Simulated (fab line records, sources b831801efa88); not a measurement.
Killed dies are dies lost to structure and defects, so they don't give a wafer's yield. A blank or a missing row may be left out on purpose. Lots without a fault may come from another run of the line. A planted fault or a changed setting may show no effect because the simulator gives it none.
fab line records | flow sky130
record lots=6 wafers=18 last_day=49
route steps=708 shown LDD_N@252 LDD_P@255 PAD_OPEN@708
lots that met no fault: from a run of the same line without faults
start_h: hours from the record's first day to the start of the lot's first wafer shown | wait_h: hours since the lot's step before | " the same as in the row above | L1.1+2: a row that stands for several wafers | - no value, or no start given | * or withheld: withheld | < > ~ a bound
route shown NAME@n: a module of which the file shows steps, and the number in the route of the first | usual: mean/standard deviation of fault-free wafers | same: alike in all rows | chamber/n: place in a boat | sites: the reading at each site | _std_site: their standard deviation | _edge_site: outer sites' mean less inner sites' | radius_mm: how far each site lies from the wafer's centre | mask NAME#n: copy n | behind: the tool/chamber that last shaped the wafer | hold: why the lot was held/for how many hours/how that ended | device: the transistor (n, p or np) that didn't switch | end of line: the same wafers' tests at the end of the route | a step without rows: its recipe alone | killed: dies lost to structure and defects at the first sort, not the wafer's yield | map: a wafer's dies, x killed, . not, _ none there
set.NAME: the setting as run; set.NAME@STEP: as run at that earlier step | model.NAME: the simulator's own value behind a step, which no gauge read
lots at some steps of the route; a table a step, a row a wafer
services: from which hour (start_h, from the record's first day; less than 0 if before it) a tool's chamber was out of use, for how many hours, and why
## steps
# step SKY_LDD_N_IMPLANT_15
# recipe species=BF2 energy_kev=50 dose_cm2=5e+12 tilt_deg=30 rotation_deg=270
# step SKY_LDD_N_STRIP_16
# recipe chemistry=O2/N2 power_w=1400 pressure_mtorr=1500 platen_temp_c=withheld o2_flow_sccm=3000 n2_flow_sccm=300 overash_fraction=0.5
# usual drypump_motor_current_A=5.5/0.52 oes_product_au=0.407/0.0045 strip_time_to_endpoint_s=4.315/0.017
# columns lot.wafer tool chamber start_h wait_h drypump_motor_current_A oes_product_au rf_hours_counter_h strip_time_to_endpoint_s
L415.1 plasma_asher-03 1 403.95 0.1 6.0 0.401 70 4.306
L415.2 " 0 " " 4.9 0.414 70 4.317
L415.6 " 1 " " 6.0 0.402 - 4.300
L424.2 plasma_asher-03 1 486.30 0.1 5.9 0.399 79 4.314
L424.3 " 1 " " 6.0 0.413 - 4.342
L424.4 " 0 " " 4.9 0.407 - 4.304
L423.1 plasma_asher-01 0 487.60 0.1 4.7 0.411 35 4.321
L423.3 " 0 " " 4.7 0.413 - 4.321
L423.6 " 0 " " 4.7 0.407 - 4.321
L428.1 plasma_asher-02 0 537.74 0.1 5.7 0.410 11 4.310
L428.2 " 1 " " 5.7 0.411 11 4.306
L428.6 " 1 " " 5.7 0.411 - 4.330
L429.2 plasma_asher-03 0 549.05 0.1 4.9 0.405 86 4.342
L429.4 " 0 " " 4.9 0.400 - 4.323
L429.6 " 1 " " 6.0 0.407 - 4.278
L430.1 plasma_asher-03 1 554.46 0.1 5.9 0.408 86 4.306
L430.2 " 0 " " 4.9 0.410 86 4.324
L430.4 " 1 " " 5.9 0.409 - 4.333
# step SKY_LDD_N_TW_MEAS_17
# usual LDD_N_TW=2594/30
# columns lot.wafer tool chamber start_h wait_h LDD_N_TW
L415.1 film_metro-03 - 404.05 0.1 2538
L415.2 " - " " 2527
L415.6 " - " " 2534
L424.2 film_metro-04 - 486.41 0.1 2619
L424.3 " - " " 2600
L424.4 " - " " 2606
L423.1 film_metro-04 - 487.70 0.1 2601
L423.3 " - " " 2605
L423.6 " - " " 2610
L428.1 film_metro-03 - 537.84 0.1 2530
L428.2 " - " " 2519
L428.6 " - " " 2528
L429.2 film_metro-04 - 549.16 0.1 2620
L429.4 " - " " 2621
L429.6 " - " " 2620
L430.1 film_metro-04 - 554.56 0.1 2612
L430.2 " - " " 2598
L430.4 " - " " 2622
# step SKY_LDD_P_DEHYDRATE_00
# recipe temp_c=200 time_s=60
# step SKY_LDD_P_HMDS_01
# recipe prime_time_s=60 prime_temp_c=120
# step SKY_LDD_P_COAT_02
# recipe resist=NOVOLAK spin_rpm=3000 resist_thk_nm=1140
# step SKY_LDD_P_SOFTBAKE_03
# recipe temp_c=90 time_s=60 resist=NOVOLAK
# step SKY_LDD_P_EXPOSE_04
# recipe mask_id=PSDM na=0.6 source_shape=conventional sigma_outer=0.6 polarization=unpolarized target_cd_nm=380 dose_mj=138
# step SKY_LDD_P_PEB_05
# recipe temp_c=withheld time_s=* resist=NOVOLAK
# step SKY_LDD_P_DEVELOP_06
# recipe resist=NOVOLAK developer=TMAH develop_time_s=60 dev_temp_c=23
# step SKY_LDD_P_CD_MEAS_07
# recipe target_cd_nm=380
# usual cd_nm=379.3/2.6
# columns lot.wafer tool chamber start_h wait_h cd_nm
L415.1 cd_sem-01 - 434.02 0.1 377.8
L415.2 " - " " 380.8
L415.6 " - " " 378.8
L424.2 cd_sem-02 - 516.71 0.2 372.3
L424.3 " - " " 372.1
L424.4 " - " " 374.6
L423.1 cd_sem-02 - 517.91 0.1 381.9
L423.3 " - " " 379.4
L423.6 " - " " 382.3
L428.1 cd_sem-02 - 567.27 0.1 380.0
L428.2 " - " " 380.0
L428.6 " - " " 376.7
L429.2 cd_sem-01 - 578.53 0.1 383.2
L429.4 " - " " 380.6
L429.6 " - " " 383.8
L430.1 cd_sem-02 - 584.72 0.1 379.1
L430.2 " - " " 380.1
L430.4 " - " " 378.9
# step SKY_LDD_P_OVL_MEAS_08
# usual LDD_P_OVL=-0.8/1.6
# columns lot.wafer tool chamber start_h wait_h LDD_P_OVL[nm]
L415.1 overlay-02 - 434.14 0.1 -0.2
L415.2 " - " " -1.0
L415.6 " - " " -1.8
L424.2 overlay-02 - 516.81 0.1 -2.4
L424.3 " - " " -3.7
L424.4 " - " " -2.7
L423.1 overlay-01 - 518.03 0.1 -1.4
L423.3 " - " " -0.4
L423.6 " - " " -1.4
L428.1 overlay-02 - 567.39 0.1 0.0
L428.2 " - " " -0.9
L428.6 " - " " -1.1
L429.2 overlay-01 - 578.63 0.1 2.1
L429.4 " - " " 1.9
L429.6 " - " " 1.9
L430.1 overlay-02 - 584.84 0.1 -2.7
L430.2 " - " " -3.7
L430.4 " - " " -3.9
# step SKY_LDD_P_IMPLANT_09
# recipe species=BF2 energy_kev=25 dose_cm2=1e+13 tilt_deg=withheld
# usual beam_on_s=10.01/0.2
# columns lot.wafer tool chamber start_h wait_h beam_on_s
L415.1 implanter-04 0 434.18 0.0 9.56
L415.2 " 0 " " 9.74
L415.6 " 0 " " 9.84
L424.2 implanter-02 0 516.87 0.0 10.47
L424.3 " 0 " " 10.16
L424.4 " 0 " " 10.23
L423.1 implanter-02 0 518.07 0.0 9.87
L423.3 " 0 " " 10.00
L423.6 " 0 " " 9.84
L428.1 implanter-03 0 567.43 0.0 9.87
L428.2 " 0 " " 9.73
L428.6 " 0 " " 10.37
L429.2 implanter-02 0 578.69 0.0 10.35
L429.4 " 0 " " 9.81
L429.6 " 0 " " 10.09
L430.1 implanter-02 0 584.88 0.0 9.89
L430.2 " 0 " " 9.81
L430.4 " 0 " " 9.88
# step SKY_LDD_P_STRIP_10
# recipe chemistry=O2/N2 power_w=1400 pressure_mtorr=1500 platen_temp_c=withheld o2_flow_sccm=3000 n2_flow_sccm=300 overash_fraction=0.5
# usual drypump_motor_current_A=5.9/0.76 oes_product_au=0.716/0.005 strip_time_to_endpoint_s=14.18/0.038
# columns lot.wafer tool chamber start_h wait_h drypump_motor_current_A oes_product_au rf_hours_counter_h strip_time_to_endpoint_s
L415.1 plasma_asher-04 1 434.33 0.1 6.7 0.715 61 14.15
L415.2 " 0 " " 6.6 0.710 61 14.13
L415.6 " 1 " " 6.7 0.714 - 14.12
L424.2 plasma_asher-03 0 516.99 0.1 4.9 0.709 83 14.21
L424.3 " 0 " " 4.9 0.723 - 14.22
L424.4 " 1 " " 6.0 0.721 - 14.22
L423.1 plasma_asher-03 0 518.22 0.1 4.9 0.709 83 14.20
L423.3 " 1 " " 6.0 0.714 - 14.21
L423.6 " 1 " " 6.0 0.722 - 14.16
L428.1 plasma_asher-04 0 567.58 0.1 6.6 0.712 74 14.13
L428.2 " 1 " " 6.6 0.714 74 14.13
L428.6 " 1 " " 6.7 0.713 - 14.12
L429.2 plasma_asher-04 1 578.81 0.1 6.7 0.720 76 14.15
L429.4 " 0 " " 6.6 0.715 - 14.16
L429.6 " 0 " " 6.6 0.716 - 14.14
L430.1 plasma_asher-04 0 585.03 0.1 6.6 0.712 77 14.15
L430.2 " 1 " " 6.6 0.719 77 14.22
L430.4 " 0 " " 6.6 0.718 - 14.18
# step SKY_LDD_P_TW_MEAS_11
# usual LDD_P_TW=640/4.6
# columns lot.wafer tool chamber start_h wait_h hold LDD_P_TW
L415.1 film_metro-01 - 434.43 0.1 - 627
L415.2 " - " " - 637
L415.6 " - " " - 636
L424.2 film_metro-02 - 517.10 0.1 await_dispo/0.2h/release 624
L424.3 " - " " await_dispo/0.2h/release 643
L424.4 " - " " await_dispo/0.2h/release 644
L424.2 film_metro-02 - 517.33 0.2 - 617
L424.3 " - " " - 643
L424.4 " - " " - 640
L423.1 film_metro-02 - 518.32 0.1 await_dispo/0.2h/release 646
L423.3 " - " " await_dispo/0.2h/release 642
L423.6 " - " " await_dispo/0.2h/release 620
L423.1 film_metro-02 - 518.54 0.2 - 644
L423.3 " - " " - 644
L423.6 " - " " - 618
L428.1 film_metro-02 - 567.68 0.1 - 644
L428.2 " - " " - 640
L428.6 " - " " - 645
L429.2 film_metro-01 - 578.92 0.1 - 632
L429.4 " - " " - 635
L429.6 " - " " - 634
L430.1 film_metro-04 - 585.24 0.2 - 638
L430.2 " - " " - 646
L430.4 " - " " - 646
# step SKY_PAD_OPEN_PROBE_99
# usual killed_at_M0_to_M3=43/6.7 killed_at_M4_up=3.2/1.9 killed_at_contacts=24/5.9 killed_at_front_end=15/4.1 killed_at_other=0.3/0.56 killed_dies=86/9.5 killed_open=47/7.4 killed_short=39/5.5
# same gross_dies=492 killed_at_back_side=0
# columns lot.wafer tool chamber start_h wait_h killed_at_M0_to_M3 killed_at_M4_up killed_at_contacts killed_at_front_end killed_at_other killed_dies killed_open killed_short model.etest.tip_p.rs_ohm_sq model.etest.tip_p.rs_ohm_sq_range model.etest.tip_p.rs_ohm_sq_rim_less_centre
L415.1 prober-02 - 1074.76 0.1 40 2 33 15 0 90 49 41 6741 175.6 -51.41
L415.2 prober-02 - 1074.81 0.1 48 4 24 14 1 91 52 39 6784 137.6 -78.05
L415.6 prober-02 - 1075.01 0.2 36 5 31 11 0 83 41 42 6698 126 -54.66
L424.2 prober-02 - 1131.56 0.1 51 4 26 19 0 100 54 46 7847 1031 -464.9
L424.3 prober-02 - 1131.61 0.2 51 1 23 9 0 84 46 38 6764 128 -2.135
L424.4 prober-02 - 1131.66 0.2 48 2 26 10 0 86 42 44 6827 123.5 -16.31
L423.1 prober-01 - 1131.63 0.1 48 4 12 11 0 75 40 35 6914 157.8 -104.3
L423.3 prober-01 - 1131.73 0.2 47 7 22 19 1 96 51 44 6965 273.1 -51.97
L423.6 prober-01 - 1131.88 0.2 32 4 22 18 0 76 42 33 8141 1088 -595.1
L428.1 prober-01 - 1162.20 0.1 35 4 37 11 0 87 40 47 6927 72.35 -1.357
L428.2 prober-01 - 1162.25 0.1 37 6 37 14 1 95 54 41 6936 263.2 100.5
L428.6 prober-01 - 1162.45 0.2 38 3 14 19 0 74 33 41 6946 192.8 90.62
L429.2 prober-02 - 1166.64 0.1 43 3 36 25 0 107 60 47 6939 108.1 23.83
L429.4 prober-02 - 1166.74 0.2 42 4 30 20 0 96 52 44 6969 247.3 -128.9
L429.6 prober-02 - 1166.84 0.2 49 0 28 16 0 93 46 47 6910 121.1 -12.95
L430.1 prober-01 - 1170.68 0.1 42 4 15 20 1 82 45 37 6971 222.5 -130.8
L430.2 prober-01 - 1170.73 0.1 60 2 22 13 2 99 53 46 6850 159.9 -73.17
L430.4 prober-01 - 1170.83 0.2 49 0 22 18 1 90 49 41 6866 187.5 -66.98
# killed by level:class
L415.1 CONTACT:geometric_particle:open=14 LI_CONTACT:geometric_particle:open=10 VIA2:geometric_particle:open=8 VIA1:geometric_particle:open=7 METAL1:geometric_particle:short=6 VIA1:geometric_particle:short=5 POLY_GATE:geometric_particle:short=4 METAL2:geometric_particle:short=4
L415.2 VIA2:geometric_particle:open=14 CONTACT:geometric_particle:open=10 VIA1:geometric_particle:open=9 VIA3:geometric_particle:open=9 FIELD_ISO:geometric_particle:short=6 LI_CONTACT:geometric_particle:open=5 CONTACT:geometric_particle:short=5 VIA2:geometric_particle:short=5
L415.6 CONTACT:geometric_particle:open=14 VIA1:geometric_particle:open=9 VIA1:geometric_particle:short=7 METAL2:geometric_particle:short=6 LOCAL_INTERCONNECT:geometric_particle:short=5 CONTACT:geometric_particle:short=5 LI_CONTACT:geometric_particle:open=4 VIA3:geometric_particle:open=4
L424.2 VIA3:geometric_particle:open=12 CONTACT:geometric_particle:open=11 METAL2:geometric_particle:short=8 METAL1:geometric_particle:short=7 FIELD_ISO:geometric_particle:short=7 VIA2:geometric_particle:open=7 VIA1:geometric_particle:open=6 FIELD_ISO:geometric_particle:open=5
L424.3 VIA1:geometric_particle:open=11 VIA2:geometric_particle:open=8 CONTACT:geometric_particle:open=7 VIA3:geometric_particle:open=7 METAL2:geometric_particle:short=6 LOCAL_INTERCONNECT:geometric_particle:short=5 CONTACT:geometric_particle:short=4 METAL1:geometric_particle:short=4
L423.1 VIA1:geometric_particle:open=10 METAL1:geometric_particle:short=8 VIA2:geometric_particle:open=7 METAL2:geometric_particle:short=5 VIA3:geometric_particle:open=5 POLY_GATE:geometric_particle:open=4 LI_CONTACT:geometric_particle:open=4 CONTACT:geometric_particle:open=4
L424.4 VIA3:geometric_particle:open=10 VIA1:geometric_particle:open=10 CONTACT:geometric_particle:short=7 CONTACT:geometric_particle:open=7 VIA3:geometric_particle:short=6 LI_CONTACT:geometric_particle:open=5 VIA2:geometric_particle:short=5 METAL2:geometric_particle:short=5
L423.3 VIA2:geometric_particle:open=11 CONTACT:geometric_particle:open=8 FIELD_ISO:geometric_particle:open=7 VIA1:geometric_particle:open=7 METAL1:geometric_particle:short=6 VIA3:geometric_particle:open=6 METAL4:geometric_particle:short=6 LOCAL_INTERCONNECT:geometric_particle:short=5
L423.6 VIA1:geometric_particle:open=9 CONTACT:geometric_particle:open=8 FIELD_ISO:geometric_particle:open=7 LI_CONTACT:geometric_particle:open=5 CONTACT:geometric_particle:short=5 VIA1:geometric_particle:short=4 VIA2:geometric_particle:open=4 METAL3:geometric_particle:short=4
L428.1 CONTACT:geometric_particle:short=11 CONTACT:geometric_particle:open=9 LOCAL_INTERCONNECT:geometric_particle:short=8 VIA1:geometric_particle:open=8 METAL2:geometric_particle:short=7 VIA3:geometric_particle:open=6 LI_CONTACT:geometric_particle:open=5 VIA2:geometric_particle:open=4
L428.2 CONTACT:geometric_particle:open=17 LI_CONTACT:geometric_particle:open=8 VIA1:geometric_particle:open=8 VIA3:geometric_particle:open=5 POLY_GATE:geometric_particle:short=4 LI_CONTACT:geometric_particle:short=4 VIA2:geometric_particle:open=4 METAL4:geometric_particle:short=4
L428.6 VIA3:geometric_particle:short=6 POLY_GATE:geometric_particle:open=6 VIA1:geometric_particle:open=6 POLY_GATE:geometric_particle:short=5 CONTACT:geometric_particle:open=5 METAL2:geometric_particle:short=5 VIA3:geometric_particle:open=4 CONTACT:geometric_particle:short=4
L429.2 CONTACT:geometric_particle:open=14 LI_CONTACT:geometric_particle:open=10 VIA1:geometric_particle:open=8 VIA3:geometric_particle:open=7 POLY_GATE:geometric_particle:short=7 VIA1:geometric_particle:short=6 POLY_GATE:geometric_particle:open=6 CONTACT:geometric_particle:short=6
L429.4 VIA1:geometric_particle:open=14 CONTACT:geometric_particle:open=11 VIA1:geometric_particle:short=8 CONTACT:geometric_particle:short=7 METAL1:geometric_particle:short=6 LI_CONTACT:geometric_particle:open=5 FIELD_ISO:geometric_particle:open=4 POLY_GATE:geometric_particle:open=4
L429.6 LI_CONTACT:geometric_particle:open=9 VIA1:geometric_particle:open=9 CONTACT:geometric_particle:open=8 VIA1:geometric_particle:short=7 METAL2:geometric_particle:short=6 VIA3:geometric_particle:open=6 POLY_GATE:geometric_particle:short=5 VIA2:geometric_particle:short=5
L430.1 VIA1:geometric_particle:open=12 POLY_GATE:geometric_particle:short=7 VIA2:geometric_particle:open=7 CONTACT:geometric_particle:open=6 METAL1:geometric_particle:short=5 CONTACT:geometric_particle:short=5 POLY_GATE:geometric_particle:open=4 VIA1:geometric_particle:short=4
L430.2 VIA1:geometric_particle:open=11 LI_CONTACT:geometric_particle:open=9 VIA3:geometric_particle:open=9 METAL3:geometric_particle:short=9 METAL1:geometric_particle:short=7 CONTACT:geometric_particle:open=6 VIA2:geometric_particle:open=6 VIA1:geometric_particle:short=5
L430.4 VIA2:geometric_particle:open=9 CONTACT:geometric_particle:open=9 POLY_GATE:geometric_particle:short=7 LI_CONTACT:geometric_particle:open=6 METAL1:geometric_particle:short=6 METAL2:geometric_particle:short=6 VIA3:geometric_particle:open=5 VIA1:geometric_particle:open=5
## services
# columns tool chamber start_h hours kind
implanter-04 - 407.33 1.0 repair
implanter-03 - 415.54 4.1 pm
implanter-04 - 419.50 0.6 repair
plasma_asher-01 - 420.88 14.6 pm
plasma_asher-02 - 421.25 9.0 pm
plasma_asher-02 0 421.25 9.0 vent_cycle
plasma_asher-03 - 435.54 1.8 repair
implanter-04 - 439.68 2.5 pm
plasma_asher-01 - 440.45 2.0 repair
implanter-03 - 442.56 9.2 repair
implanter-04 - 446.28 1.9 repair
implanter-03 - 450.33 2.2 repair
implanter-02 - 464.44 8.0 repair
implanter-03 - 479.31 0.7 repair
implanter-04 - 484.10 2.1 repair
implanter-03 - 488.68 3.1 pm
plasma_asher-01 - 490.81 6.3 repair
implanter-04 - 520.60 0.5 repair
plasma_asher-01 - 525.40 2.0 repair
plasma_asher-04 - 548.04 1.5 repair
implanter-04 - 559.56 3.3 repair
implanter-04 - 571.35 3.8 repair
plasma_asher-03 - 574.51 13.9 repair
plasma_asher-01 - 581.95 2.8 pm
## key
first_sign step=SKY_LDD_P_TW_MEAS_11 reading=visit direction=added
effect step=SKY_LDD_P_TW_MEAS_11 reading=LDD_P_TW direction=down sigmas=3.9 usual=640 struck=622
model_effect step=SKY_PAD_OPEN_PROBE_99 value=etest.tip_p.rs_ohm_sq without=6876 struck=7994
met_at SKY_LDD_P_IMPLANT_09
struck_wafers L423.6,L424.2
tester_left_out L423,L424
fault kind=process_parameter_drift tool=implanter-02 chamber=- onset_h=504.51 steps=SKY_LDD_P_IMPLANT_09 channel=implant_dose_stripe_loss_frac offset=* shape=step end_h=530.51 scope=struck_wafers_only
# tester_left_out: of these lots the tester's yield and bins aren't shown, on N5 and GAA mostly nor the transistor test; their killed dies are dies lost to structure and defects alone, not to doping, threshold or leakage, so they don't give the yield
